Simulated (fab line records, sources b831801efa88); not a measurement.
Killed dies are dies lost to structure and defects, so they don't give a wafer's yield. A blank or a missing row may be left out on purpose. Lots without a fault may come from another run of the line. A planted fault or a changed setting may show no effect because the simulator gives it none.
Chamber matching | flow sky130 | SKY_CONTACT_ETCH_16 on rie_diel-02: 4 sister chambers
The step etches BARC in N2/H2, stops on SiO2, time 45.9 s, target depth 60 nm. 4 wafers are shown with their chamber, then 7 later ones without.

WAFERS WITH THEIR CHAMBER
wafer  | chamber | drypump_motor_current_A (A)
L082.2 | 2       | 6.4
L082.6 | 3       | 5.4
L083.1 | 1       | 6.4
L083.4 | 0       | 5.1

WAFERS WITHOUT THEIR CHAMBER
wafer  | drypump_motor_current_A (A)
L083.5 | 6.4
L087.2 | 6.3
L087.4 | 5.1
L087.5 | 5.5
L090.3 | 6.5
L090.5 | 6.4
L090.6 | 6.4

WHICH CHAMBER EACH WENT THROUGH
wafer  | from the rows above     | in truth
L083.5 | can't be placed: 1 or 2 | 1
L087.2 | can't be placed: 1 or 2 | 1
L087.4 | 0                       | 0
L087.5 | 3                       | 3
L090.3 | can't be placed: 1 or 2 | 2
L090.5 | can't be placed: 1 or 2 | 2
L090.6 | can't be placed: 1 or 2 | 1
Placed correctly: 2 of 7. Can't be placed from these rows: 5 (the true chamber is among the candidates in 5). Placed wrongly: 0.
How it was worked out, from the rows above alone: a wafer's distance from a chamber is the root of the sum, over the readings, of the square of ((its reading less the chamber's mean) divided by the reading's scatter). The wafer belongs to the nearest chamber; if the next one is less than 2 further off, it can't be placed. A chamber's mean is the mean of its shown wafers. The scatter: with one shown wafer a chamber, the root of the mean of the squares of how far each hidden wafer lies from its nearest shown one.
